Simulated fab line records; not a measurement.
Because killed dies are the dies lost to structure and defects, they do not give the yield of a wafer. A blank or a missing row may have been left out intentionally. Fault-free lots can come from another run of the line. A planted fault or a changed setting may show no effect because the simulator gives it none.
Which tool is to blame? | flow sky130 | 24 lots, 72 wafers sampled, at 6 steps of a route of 708

== WHAT THE GAUGES SHOWED, per wafer ==
SKY_CONTACT_THK_MEAS_03.
lot  | measured     | on            | CONTACT_HDPCVD_THK (nm)
L074 | day 30 07:44 | film_metro-01 | 576 570 578
L075 | day 31 00:17 | film_metro-04 | 574 567 562
L076 | day 31 07:22 | film_metro-04 | 558 557 565
L077 | day 31 17:07 | film_metro-01 | 581 571 565
L078 | day 32 08:19 | film_metro-04 | 573 569 568
L079 | day 32 16:39 | film_metro-01 | 560 571 566
L080 | day 33 01:17 | film_metro-04 | 571 558 571
L081 | day 33 01:58 | film_metro-04 | 554 564 564
L082 | day 33 11:53 | film_metro-01 | 566 564 563
L083 | day 33 17:47 | film_metro-02 | 569 574 562
L084 | day 34 07:14 | film_metro-01 | 569 572 567
L085 | day 34 10:31 | film_metro-02 | 569 556 557
L086 | day 34 17:56 | film_metro-01 | 574 566 573
L087 | day 34 23:08 | film_metro-01 | 574 577 566
L088 | day 35 06:05 | film_metro-02 | 571 560 574
L089 | day 35 11:46 | film_metro-02 | 577 568 558
L090 | day 35 16:36 | film_metro-01 | 568 562 564
L091 | day 35 23:49 | film_metro-02 | 569 572 568
L092 | day 36 12:33 | film_metro-04 | 571 581 561
L093 | day 36 16:28 | film_metro-02 | 568 570 567
L094 | day 37 00:02 | film_metro-02 | 573 574 569
L095 | day 37 09:40 | film_metro-04 | 560 563 563
L096 | day 37 12:55 | film_metro-04 | 566 566 556
L097 | day 37 19:06 | film_metro-02 | 564 572 560

SKY_CAPM_THK_MEAS_04: measures by xrf.
lot  | measured     | on            | CAPM_TIN_THK (nm)
L074 | day 36 07:34 | film_metro-02 | 200 202 197
L075 | day 36 21:58 | film_metro-03 | 202 197 203
L076 | day 37 04:28 | film_metro-03 | 204 207 201
L077 | day 37 15:17 | film_metro-01 | 200 199 196
L078 | day 38 05:41 | film_metro-02 | 198 199 199
L079 | day 38 15:07 | film_metro-01 | 197 197 194
L080 | day 38 21:48 | film_metro-02 | 202 200 200
L081 | day 38 21:18 | film_metro-02 | 200 203 198
L082 | day 39 06:19 | film_metro-02 | 201 203 203
L083 | day 39 10:28 | film_metro-03 | 199 200 199
L084 | day 40 01:31 | film_metro-01 | 198 199 198
L085 | day 40 04:04 | film_metro-01 | 195 198 197
L086 | day 40 11:25 | film_metro-03 | 196 201 199
L087 | day 40 17:02 | film_metro-03 | 207 204 206
L088 | day 40 23:01 | film_metro-01 | 202 202 201
L089 | day 41 05:04 | film_metro-02 | 201 200 199
L090 | day 41 07:52 | film_metro-02 | 195 199 197
L091 | day 41 15:01 | film_metro-02 | 203 203 199
L092 | day 42 03:41 | film_metro-01 | 195 196 197
L093 | day 42 06:43 | film_metro-01 | 199 195 197
L094 | day 42 13:43 | film_metro-01 | 195 198 196
L095 | day 42 22:19 | film_metro-01 | 200 200 197
L096 | day 43 01:02 | film_metro-01 | 201 201 202
L097 | day 43 05:49 | film_metro-02 | 196 196 195

SKY_CAP2M_OVL_MEAS_12.
lot  | measured     | on         | CAP2M_OVL (nm)
L074 | day 40 18:10 | overlay-02 | -1.6 -1.0 -2.6
L075 | day 41 07:37 | overlay-02 | -0.8 -0.5 -1.6
L076 | day 41 12:13 | overlay-01 | -1.2 -1.7 -1.5
L077 | day 41 23:55 | overlay-01 | -4.3 -3.0 -2.1
L078 | day 42 13:29 | overlay-02 | -0.4 2.0 0.9
L079 | day 42 21:13 | overlay-02 | 2.6 0.4 2.9
L080 | day 43 02:07 | overlay-02 | 0.4 0.3 0.0
L081 | day 43 01:43 | overlay-02 | -1.7 -1.7 -0.8
L082 | day 43 11:34 | overlay-02 | 1.6 1.1 1.0
L083 | day 43 15:32 | overlay-01 | -2.1 -1.7 -2.8
L084 | day 44 06:54 | overlay-01 | -0.2 0.7 -1.2
L085 | day 44 07:55 | overlay-02 | 0.6 0.4 0.2
L086 | day 44 15:48 | overlay-01 | -1.2 -2.0 -1.3
L087 | day 44 20:07 | overlay-01 | -1.6 -0.9 -1.8
L088 | day 44 23:58 | overlay-01 | -2.8 -2.6 -1.7
L089 | day 45 07:31 | overlay-02 | -1.7 -2.8 -2.1
L090 | day 45 07:48 | overlay-01 | -1.8 0.6 -0.3
L091 | day 45 15:43 | overlay-01 | 0.4 -0.5 0.0
L092 | day 46 01:25 | overlay-02 | -0.6 -1.6 -1.8
L093 | day 46 04:49 | overlay-02 | -2.7 -1.1 -2.0
L094 | day 46 10:36 | overlay-01 | 1.5 0.5 2.0
L095 | day 46 15:49 | overlay-02 | -2.0 -2.5 -2.4
L096 | day 46 18:37 | overlay-02 | -1.3 -1.8 -1.1
L097 | day 46 23:43 | overlay-02 | -0.3 -1.5 -0.1

== TOOL THAT RAN EACH LOT (tool first, then ch and the chambers of the sampled wafers, then the start) ==
lot  | SKY_LI_CONTACT_ETCH_15             | SKY_LI_CONTACT_SPUTTER_20    | SKY_CAPM_STRIP_14
L074 | rie_diel-01 ch 0,2,3, day 29 01:05 | pvd_sputter-03, day 29 01:32 | plasma_asher-03 ch 0,1, day 37 09:59
L075 | rie_diel-02 ch 0,2, day 29 17:27   | pvd_sputter-04, day 29 17:56 | plasma_asher-02 ch 0,1, day 37 23:43
L076 | rie_diel-01 ch 0,3, day 30 01:32   | pvd_sputter-04, day 30 02:00 | plasma_asher-04 ch 0,1, day 38 05:36
L077 | rie_diel-01 ch 0,3, day 30 11:09   | pvd_sputter-04, day 30 11:49 | plasma_asher-04 ch 0,1, day 38 16:49
L078 | rie_diel-04 ch 0,2,3, day 31 02:23 | pvd_sputter-03, day 31 02:50 | plasma_asher-02 ch 0,1, day 39 07:05
L079 | rie_diel-01 ch 0,2, day 31 11:01   | pvd_sputter-03, day 31 11:29 | plasma_asher-04 ch 0,1, day 39 16:01
L080 | rie_diel-04 ch 0,3, day 31 19:38   | pvd_sputter-04, day 31 20:05 | plasma_asher-04 ch 0,1, day 39 22:02
L081 | rie_diel-01 ch 0,2,3, day 31 19:55 | pvd_sputter-03, day 31 20:23 | plasma_asher-03 ch 0,1, day 39 21:22
L082 | rie_diel-02 ch 0,1, day 32 06:18   | pvd_sputter-04, day 32 06:45 | plasma_asher-02 ch 0,1, day 40 07:16
L083 | rie_diel-02 ch 2,3, day 32 12:39   | pvd_sputter-03, day 32 13:06 | plasma_asher-02 ch 0,1, day 40 10:48
L084 | rie_diel-01 ch 1,2,3, day 33 02:13 | pvd_sputter-04, day 33 02:40 | plasma_asher-02 ch 0,1, day 41 02:31
L085 | rie_diel-02 ch 0,3, day 33 05:56   | pvd_sputter-04, day 33 06:24 | plasma_asher-03 ch 0,1, day 41 04:22
L086 | rie_diel-04 ch 0,1,3, day 33 13:38 | pvd_sputter-03, day 33 14:07 | plasma_asher-04 ch 1, day 41 12:07
L087 | rie_diel-02 ch 0,1,3, day 33 18:20 | pvd_sputter-01, day 33 18:48 | plasma_asher-03 ch 0,1, day 41 17:37
L088 | rie_diel-02 ch 0,1,3, day 34 01:23 | pvd_sputter-01, day 34 01:50 | plasma_asher-04 ch 0,1, day 41 23:41
L089 | rie_diel-02 ch 0,1,2, day 34 07:27 | pvd_sputter-04, day 34 07:55 | plasma_asher-02 ch 0,1, day 42 05:18
L090 | rie_diel-04 ch 0,1,3, day 34 12:06 | pvd_sputter-04, day 34 12:34 | plasma_asher-04 ch 0,1, day 42 07:07
L091 | rie_diel-01 ch 1,2,3, day 34 19:03 | pvd_sputter-04, day 34 19:31 | plasma_asher-04 ch 0,1, day 42 14:28
L092 | rie_diel-04 ch 0,1,2, day 35 07:13 | pvd_sputter-03, day 35 07:40 | plasma_asher-03 ch 0,1, day 43 02:31
L093 | rie_diel-02 ch 0,1,3, day 35 12:01 | pvd_sputter-04, day 35 12:28 | plasma_asher-02 ch 0,1, day 43 06:16
L094 | rie_diel-04 ch 0,3, day 35 19:41   | pvd_sputter-04, day 35 20:08 | plasma_asher-02 ch 0,1, day 43 13:34
L095 | rie_diel-01 ch 0,2, day 36 04:42   | pvd_sputter-04, day 36 05:10 | plasma_asher-02 ch 0,1, day 43 22:04
L096 | rie_diel-04 ch 1,2,3, day 36 08:03 | pvd_sputter-03, day 36 08:31 | plasma_asher-04 ch 0,1, day 44 00:13
L097 | rie_diel-04 ch 1,2,3, day 36 13:51 | pvd_sputter-03, day 36 14:26 | plasma_asher-03 ch 0,1, day 44 05:26
- SKY_LI_CONTACT_ETCH_15: etches PSG in C4F8/O2/Ar, stops on Si, target depth 600 nm.
- SKY_LI_CONTACT_SPUTTER_20: material TiN, target thk 20 nm, time 80 s.
- SKY_CAPM_STRIP_14: strips in O2/N2.

== AS READ BY THE TOOLS THEMSELVES (means over the sampled wafers that have a number; for cases with no such wafer, the mark the record gives instead) ==
SKY_LI_CONTACT_ETCH_15.
lot  | tool        | bias_w (W) | oes_product_au (a.u.)
L074 | rie_diel-01 | 1203       | 0.836
L075 | rie_diel-02 | 1199       | 0.842
L076 | rie_diel-01 | 1201       | 0.834
L077 | rie_diel-01 | 1202       | 0.834
L078 | rie_diel-04 | 1200       | 0.835
L079 | rie_diel-01 | 1202       | 0.838
L080 | rie_diel-04 | 1193       | 0.832
L081 | rie_diel-01 | 1200       | 0.835
L082 | rie_diel-02 | 1201       | 0.842
L083 | rie_diel-02 | 1198       | 0.840
L084 | rie_diel-01 | 1197       | 0.838
L085 | rie_diel-02 | 1201       | 0.834
L086 | rie_diel-04 | 1199       | 0.838
L087 | rie_diel-02 | 1199       | 0.836
L088 | rie_diel-02 | 1201       | 0.839
L089 | rie_diel-02 | 1200       | 0.837
L090 | rie_diel-04 | 1201       | 0.838
L091 | rie_diel-01 | 1202       | 0.839
L092 | rie_diel-04 | 1197       | 0.838
L093 | rie_diel-02 | 1199       | 0.836
L094 | rie_diel-04 | 1204       | 0.835
L095 | rie_diel-01 | 1200       | 0.837
L096 | rie_diel-04 | 1198       | 0.836
L097 | rie_diel-04 | 1200       | 0.837

SKY_LI_CONTACT_SPUTTER_20.
lot  | tool           | throttle_valve_pct (%)
L074 | pvd_sputter-03 | 29.9
L075 | pvd_sputter-04 | 30.5
L076 | pvd_sputter-04 | 31.1
L077 | pvd_sputter-04 | 30.3
L078 | pvd_sputter-03 | 30.9
L079 | pvd_sputter-03 | 28.8
L080 | pvd_sputter-04 | 29.7
L081 | pvd_sputter-03 | 29.5
L082 | pvd_sputter-04 | 29.8
L083 | pvd_sputter-03 | 29.5
L084 | pvd_sputter-04 | 30.4
L085 | pvd_sputter-04 | 29.6
L086 | pvd_sputter-03 | 30.1
L087 | pvd_sputter-01 | 29.0
L088 | pvd_sputter-01 | 30.3
L089 | pvd_sputter-04 | 29.8
L090 | pvd_sputter-04 | 29.8
L091 | pvd_sputter-04 | 31.1
L092 | pvd_sputter-03 | 30.0
L093 | pvd_sputter-04 | 30.3
L094 | pvd_sputter-04 | 29.9
L095 | pvd_sputter-04 | 29.8
L096 | pvd_sputter-03 | 30.1
L097 | pvd_sputter-03 | 30.9

SKY_CAPM_STRIP_14.
lot  | tool            | drypump_motor_current_A (A) | n2_flow_sccm (sccm) | oes_product_au (a.u.) | strip_time_to_endpoint_s (s)
L074 | plasma_asher-03 | 5.71                        | 299.9               | 0.711                 | 12.65
L075 | plasma_asher-02 | 5.49                        | 300.1               | 0.711                 | 12.67
L076 | plasma_asher-04 | 5.84                        | 300.9               | 0.713                 | 12.69
L077 | plasma_asher-04 | 5.82                        | 300.0               | 0.712                 | 12.68
L078 | plasma_asher-02 | 5.53                        | 299.0               | 0.708                 | 12.62
L079 | plasma_asher-04 | 5.74                        | 301.1               | 0.708                 | 12.69
L080 | plasma_asher-04 | 5.83                        | 300.4               | 0.707                 | 12.66
L081 | plasma_asher-03 | 5.43                        | 299.4               | 0.714                 | 12.65
L082 | plasma_asher-02 | 5.49                        | 299.5               | 0.712                 | 12.63
L083 | plasma_asher-02 | 5.49                        | 300.4               | 0.707                 | 12.65
L084 | plasma_asher-02 | 5.46                        | 299.7               | 0.714                 | 12.65
L085 | plasma_asher-03 | 5.44                        | 299.7               | 0.707                 | 12.66
L086 | plasma_asher-04 | 5.93                        | 300.4               | 0.712                 | 12.60
L087 | plasma_asher-03 | 5.44                        | 301.1               | 0.714                 | 12.64
L088 | plasma_asher-04 | 5.81                        | 300.8               | 0.709                 | 12.64
L089 | plasma_asher-02 | 5.49                        | 300.2               | 0.707                 | 12.64
L090 | plasma_asher-04 | 5.72                        | 299.9               | 0.712                 | 12.65
L091 | plasma_asher-04 | 5.73                        | 299.7               | 0.706                 | 12.68
L092 | plasma_asher-03 | 5.72                        | 299.1               | 0.712                 | 12.64
L093 | plasma_asher-02 | 5.51                        | 299.5               | 0.707                 | 12.57
L094 | plasma_asher-02 | 5.51                        | 299.9               | 0.711                 | 12.66
L095 | plasma_asher-02 | 5.46                        | 300.3               | 0.710                 | 12.62
L096 | plasma_asher-04 | 5.72                        | 299.5               | 0.712                 | 12.73
L097 | plasma_asher-03 | 5.73                        | 300.7               | 0.706                 | 12.67

== THE ANSWER, worked out from the rows above alone ==
Rule: what is usual is taken from the lots themselves. The widest of any qualifying gaps counts: lots, ordered by their means at a reading, are off when they make up no more than a third of the lots, leave a main group of 4 or more, and stand apart from it by 3 or more times the standard deviation of that group's means. A main group whose means are all the same, to the digits that the tables above print for the reading, isn't used. Also off: a lot with no number at a reading for which 4 or more lots have one. The other lots that the step has rows for count as sound. The gauges are gone through in route order, then the tools' own readings, and for those a lot's mean is taken as printed above. At the first step where some lot is off, the reading lying furthest off is the one used; lots without a number count as furthest.
Across all readings shown, no lot is off: no conclusion can be drawn from this.

== WHAT THE SIMULATOR HAD PUT IN ==
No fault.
